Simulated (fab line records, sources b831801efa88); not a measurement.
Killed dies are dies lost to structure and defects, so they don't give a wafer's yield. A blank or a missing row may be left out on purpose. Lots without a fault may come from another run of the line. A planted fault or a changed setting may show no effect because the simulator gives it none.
fab line records | flow gf180mcu
record lots=14 wafers=40 last_day=34
route steps=602 shown VT_IMPLANT@99 HV_LDD@234 SALICIDE@282 CONTACT@292
lots that met no fault: from a run of the same line without faults
start_h: hours from the record's first day to the start of the lot's first wafer shown | wait_h: hours since the lot's step before | " the same as in the row above | L1.1+2: a row that stands for several wafers | - no value, or no start given | * or withheld: withheld | < > ~ a bound
route shown NAME@n: a module of which the file shows steps, and the number in the route of the first | usual: mean/standard deviation of fault-free wafers | same: alike in all rows | chamber/n: place in a boat | sites: the reading at each site | _std_site: their standard deviation | _edge_site: outer sites' mean less inner sites' | radius_mm: how far each site lies from the wafer's centre | mask NAME#n: copy n | behind: the tool/chamber that last shaped the wafer | hold: why the lot was held/for how many hours/how that ended | device: the transistor (n, p or np) that didn't switch | end of line: the same wafers' tests at the end of the route | a step without rows: its recipe alone | killed: dies lost to structure and defects at the first sort, not the wafer's yield | map: a wafer's dies, x killed, . not, _ none there
set.NAME: the setting as run; set.NAME@STEP: as run at that earlier step | model.NAME: the simulator's own value behind a step, which no gauge read
steps of the route over a sample of lots; a table a step, a row a wafer
services: from which hour (start_h, from the record's first day; less than 0 if before it) a tool's chamber was out of use, for how many hours, and why
## steps
# step GF_VT_IMPLANT_STRIP_09
# recipe chemistry=O2/N2 power_w=1400 pressure_mtorr=1500 platen_temp_c=250 o2_flow_sccm=3000 n2_flow_sccm=300 overash_fraction=0.5
# usual drypump_motor_current_A=5.9/0.62 heater_power_w=360/54 oes_product_au=0.716/0.0046 strip_time_to_endpoint_s=12.62/0.036
# columns lot.wafer tool chamber start_h wait_h drypump_motor_current_A heater_power_w oes_product_au rf_hours_counter_h strip_time_to_endpoint_s
L694.2 plasma_asher-01 0 124.65 0.1 6.7 330 0.713 1 12.64
L694.3 " 0 " " 6.7 330 0.722 - 12.60
L694.6 " 0 " " 6.7 341 0.718 - 12.60
L695.3 plasma_asher-04 1 130.48 0.1 5.4 342 0.724 - 12.69
L695.4 " 0 " " 5.8 282 0.714 - 12.66
L695.6 " 1 " " 5.4 344 0.721 - 12.67
L696.2 plasma_asher-04 1 134.90 0.1 5.4 335 0.715 36 12.65
L696.3 " 0 " " 5.9 285 0.708 - 12.64
L696.5 " 0 " " 5.8 282 0.714 - 12.69
L697.1 plasma_asher-02 0 140.80 0.1 4.8 460 0.721 48 12.63
L697.6 " 0 " " 4.8 464 0.719 - 12.64
L700.2 plasma_asher-01 1 162.70 0.1 6.2 394 0.714 4 12.57
L700.4 " 1 " " 6.2 402 0.713 - 12.61
L704.2 plasma_asher-01 0 186.15 0.1 6.7 330 0.712 7 12.62
L704.4 " 0 " " 6.7 337 0.719 - 12.60
L704.6 " 0 " " 6.7 336 0.717 - 12.59
L708.1 plasma_asher-04 1 210.91 0.1 5.4 336 0.717 44 12.59
L708.2 " 0 " " 5.8 286 0.723 44 12.59
L708.4 " 0 " " 5.8 281 0.706 - 12.60
L709.3 plasma_asher-01 1 217.08 0.1 6.2 401 0.715 - 12.57
L709.4 " 0 " " 6.7 334 0.724 - 12.54
L709.5 " 1 " " 6.2 409 0.719 - 12.58
L710.1 plasma_asher-02 0 223.45 0.1 4.8 453 0.712 57 12.63
L710.4 " 0 " " 4.8 452 0.714 - 12.64
L710.6 " 0 " " 4.8 448 0.717 - 12.63
L711.1 plasma_asher-04 0 228.70 0.1 5.9 285 0.708 46 12.63
L711.4 " 1 " " 5.3 331 0.712 - 12.62
L711.6 " 0 " " 5.9 286 0.706 - 12.62
L712.3 plasma_asher-02 1 235.25 0.1 6.1 333 0.724 - 12.58
L712.5 " 0 " " 4.8 454 0.711 - 12.60
L712.6 " 1 " " 6.1 341 0.719 - 12.60
L713.1 plasma_asher-01 1 238.86 0.1 6.1 409 0.719 13 12.64
L713.2 " 0 " " 6.7 332 0.719 13 12.64
L713.5 " 0 " " 6.7 331 0.717 - 12.62
L714.2 plasma_asher-02 0 246.66 0.1 4.8 450 0.722 59 12.67
L714.5 " 1 " " 6.1 344 0.716 - 12.63
L714.6 " 0 " " 4.8 451 0.713 - 12.64
L715.1 plasma_asher-02 1 254.90 0.1 6.1 334 0.712 60 12.61
L715.2 " 0 " " 4.8 457 0.714 60 12.66
L715.5 " 0 " " 4.8 439 0.710 - 12.68
# step GF_HV_LDD_ETCHBACK_58
# recipe chemistry=CH3F/O2 target=Si3N4 stop_on=SiO2 source_w=400 bias_w=80 pressure_mtorr=25 ch3f_flow_sccm=40 O2_flow_sccm=30 time_s=100 target_depth_a=900
# usual O2_flow_sccm=30.02/0.084 drypump_motor_current_A=6.0/0.38 oes_product_au=0.843/0.006 run_length_s=128.2/0.43 throttle_valve_pct=10.561/0.009
# columns lot.wafer tool chamber start_h wait_h O2_flow_sccm drypump_motor_current_A oes_product_au rf_hours_counter_h run_length_s throttle_valve_pct
L694.2 rie_diel-01 1 291.20 0.0 30.15 6.4 0.841 124 128.4 10.566
L694.3 " 3 " " 30.03 6.1 0.840 1 128.1 10.550
L694.6 " 0 " " 29.91 6.2 0.840 - 128.2 10.563
L695.3 rie_diel-04 2 300.36 0.0 30.10 5.8 0.839 25 128.5 10.557
L695.4 " 1 " " 30.09 5.7 0.846 - 128.3 10.565
L695.6 " 0 " " 30.01 6.3 0.839 - 127.6 10.553
L696.2 rie_diel-01 3 307.44 0.0 29.95 6.1 0.845 1 128.1 10.559
L696.3 " 2 " " 30.07 6.4 0.844 41 127.5 10.554
L696.5 " 0 " " 30.03 6.2 0.852 - 127.8 10.571
L697.1 rie_diel-04 1 316.49 0.1 30.19 5.7 0.870 119 124.5 10.570
L697.6 " 1 " " 30.03 5.7 0.837 - 128.1 10.567
L700.2 rie_diel-04 2 341.20 0.0 30.07 5.8 0.874 26 124.9 10.564
L700.4 " 3 " " 30.01 5.1 0.833 - 127.9 10.560
L704.2 rie_diel-02 2 375.95 0.0 30.04 6.3 0.848 19 128.1 10.549
L704.4 " 3 " " 30.08 6.6 0.847 58 128.8 10.572
L704.6 " 3 " " 30.02 6.6 0.841 - 128.6 10.561
L708.1 rie_diel-04 3 405.14 0.1 29.90 5.1 0.831 12 128.1 10.560
L708.2 " 1 " " 30.10 5.7 0.846 1 128.2 10.562
L708.4 " 1 " " 30.09 5.7 0.842 - 128.6 10.569
L709.3 rie_diel-01 3 413.39 0.0 30.24 6.1 0.843 5 128.3 10.536
L709.4 " 0 " " 29.97 6.1 0.839 41 128.1 10.557
L709.5 " 3 " " 30.21 6.1 0.837 - 128.1 10.552
L710.1 rie_diel-04 2 422.20 0.1 29.87 5.8 0.851 29 128.4 10.552
L710.4 " 0 " " 30.02 6.4 0.843 15 127.6 10.566
L710.6 " 2 " " 30.01 5.8 0.847 - 128.9 10.563
L711.1 rie_diel-01 2 429.04 0.1 29.89 6.4 0.834 44 127.4 10.565
L711.4 " 0 " " 29.79 6.2 0.827 41 127.8 10.550
L711.6 " 3 " " 29.97 6.0 0.835 - 128.3 10.555
L712.3 rie_diel-04 2 436.74 0.0 30.06 5.8 0.847 29 128.5 10.562
L712.5 " 3 " " 30.17 5.1 0.840 - 128.0 10.557
L712.6 " 2 " " 30.06 5.8 0.848 - 128.2 10.576
L713.1 rie_diel-04 0 444.63 0.1 30.04 6.4 0.845 15 127.6 10.564
L713.2 " 3 " " 30.05 5.1 0.845 13 127.6 10.566
L713.5 " 1 " " 30.08 5.7 0.836 - 128.0 10.573
L714.2 rie_diel-04 2 453.05 0.0 29.99 5.8 0.846 29 128.9 10.555
L714.5 " 1 " " 30.00 5.7 0.843 - 128.3 10.570
L714.6 " 0 " " 30.04 6.4 0.843 - 127.4 10.556
L715.1 rie_diel-02 2 464.16 0.1 29.96 6.3 0.842 21 128.9 10.566
L715.2 " 1 " " 30.09 6.0 0.846 1 128.7 10.548
L715.5 " 0 " " 30.03 6.3 0.848 - 128.1 10.572
# step GF_SALICIDE_RS_MEAS_04
# recipe thk_meas_gauge=four-point-probe reads=TiN_of_SALICIDE_SPUTTER_03+Co_of_SALICIDE_SPUTTER_02
# usual SALICIDE_TIN_RS=16.3/0.34
# columns lot.wafer tool chamber start_h wait_h SALICIDE_TIN_RS[ohm/sq]
L694.2 film_metro-02 - 354.74 0.0 16.7
L694.3 " - " " 15.9
L694.6 " - " " 15.9
L695.3 film_metro-02 - 366.00 0.1 16.0
L695.4 " - " " 15.8
L695.6 " - " " 16.0
L696.2 film_metro-02 - 373.13 0.0 16.8
L696.3 " - " " 16.4
L696.5 " - " " 16.2
L697.1 film_metro-01 - 382.66 0.0 16.8
L697.6 " - " " 16.5
L700.2 film_metro-01 - 410.39 0.0 16.6
L700.4 " - " " 16.0
L704.2 film_metro-01 - 448.03 0.0 16.2
L704.4 " - " " 15.9
L704.6 " - " " 16.2
L708.1 film_metro-01 - 478.42 0.0 16.1
L708.2 " - " " 16.7
L708.4 " - " " 16.5
L709.3 film_metro-04 - 486.87 0.1 16.6
L709.4 " - " " 17.0
L709.5 " - " " 16.7
L710.1 film_metro-01 - 496.17 0.0 16.0
L710.4 " - " " 16.2
L710.6 " - " " 16.6
L711.1 film_metro-04 - 501.47 0.0 16.7
L711.4 " - " " 16.7
L711.6 " - " " 16.1
L712.3 film_metro-04 - 509.74 0.1 16.5
L712.5 " - " " 16.5
L712.6 " - " " 16.1
L713.1 film_metro-01 - 518.01 0.0 15.6
L713.2 " - " " 15.9
L713.5 " - " " 15.6
L714.2 film_metro-01 - 525.44 0.0 16.6
L714.5 " - " " 16.7
L714.6 " - " " 16.2
L715.1 film_metro-04 - 536.18 0.0 16.3
L715.2 " - " " 16.5
L715.5 " - " " 16.5
# step GF_CONTACT_BOW_MEAS_05
# recipe mode=bow
# usual CONTACT_BOW=67/6.5
# columns lot.wafer tool chamber start_h wait_h CONTACT_BOW[um]
L694.2 film_metro-03 - 355.75 0.3 71
L694.3 " - " " 53
L694.6 " - " " 59
L695.3 film_metro-01 - 367.00 0.2 59
L695.4 " - " " 67
L695.6 " - " " 60
L696.2 film_metro-01 - 374.15 0.2 67
L696.3 " - " " 63
L696.5 " - " " 69
L697.1 film_metro-01 - 383.67 0.2 66
L697.6 " - " " 66
L700.2 film_metro-04 - 411.39 0.2 72
L700.4 " - " " 65
L704.2 film_metro-01 - 449.03 0.1 73
L704.4 " - " " 68
L704.6 " - " " 68
L708.1 film_metro-01 - 479.43 0.2 72
L708.2 " - " " 72
L708.4 " - " " 62
L709.3 film_metro-03 - 487.97 0.1 58
L709.4 " - " " 63
L709.5 " - " " 67
L710.1 film_metro-01 - 497.17 0.1 65
L710.4 " - " " 72
L710.6 " - " " 62
L711.1 film_metro-03 - 502.47 0.1 67
L711.4 " - " " 63
L711.6 " - " " 62
L712.3 film_metro-04 - 510.75 0.3 70
L712.5 " - " " 80
L712.6 " - " " 71
L713.1 film_metro-01 - 519.01 0.1 71
L713.2 " - " " 77
L713.5 " - " " 71
L714.2 film_metro-01 - 526.55 0.2 73
L714.5 " - " " 77
L714.6 " - " " 70
L715.1 film_metro-01 - 537.44 0.1 60
L715.2 " - " " 61
L715.5 " - " " 77
## services
# columns tool chamber start_h hours kind
rie_diel-04 0 101.29 22.5 repair
plasma_asher-01 - 108.75 9.0 pm
rie_diel-04 1 120.68 4.2 repair
rie_diel-04 - 126.48 0.5 repair
rie_diel-01 - 149.60 2.1 repair
plasma_asher-01 - 174.30 1.4 repair
rie_diel-04 - 191.66 14.6 pm
rie_diel-01 1 201.45 8.6 repair
rie_diel-01 - 204.04 1.6 repair
rie_diel-04 - 239.54 0.1 repair
rie_diel-04 3 243.05 7.1 repair
plasma_asher-04 - 245.22 28.1 pm
rie_diel-01 - 252.22 2.8 pm
plasma_asher-02 - 257.27 3.2 repair
rie_diel-04 - 273.79 2.8 pm
rie_diel-04 3 276.65 51.4 repair
plasma_asher-02 - 301.78 0.4 repair
rie_diel-04 - 311.36 0.3 repair
plasma_asher-02 - 335.12 1.6 repair
rie_diel-04 1 340.44 1.4 repair
rie_diel-04 3 352.29 7.4 repair
plasma_asher-02 - 361.91 4.1 repair
rie_diel-04 0 402.10 8.4 repair
plasma_asher-02 - 421.25 9.0 pm
## key
first_sign step=GF_HV_LDD_ETCHBACK_58 reading=run_length_s direction=down sigmas=8.2 usual=* struck=*
effect step=GF_HV_LDD_ETCHBACK_58 reading=oes_product_au direction=up sigmas=4.9 usual=0.843 struck=0.872
met_at GF_HV_LDD_ETCHBACK_58
struck_lots L697,L700
struck_wafers L697.1,L700.2
tester_left_out L697,L700
not_acting_at GF_VT_IMPLANT_STRIP_09,GF_SALICIDE_RS_MEAS_04,GF_CONTACT_BOW_MEAS_05
onset_between 300.36 316.49
fault kind=process_parameter_drift tool=rie_diel-04 chamber=- onset_h=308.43 steps=GF_HV_LDD_ETCHBACK_58 channel=time_s offset=* shape=step end_h=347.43 scope=struck_wafers_only acts_in=* stated=*
# tester_left_out: of these lots the tester's yield and bins aren't shown, on N5 and GAA mostly nor the transistor test; their killed dies are dies lost to structure and defects alone, not to doping, threshold or leakage, so they don't give the yield
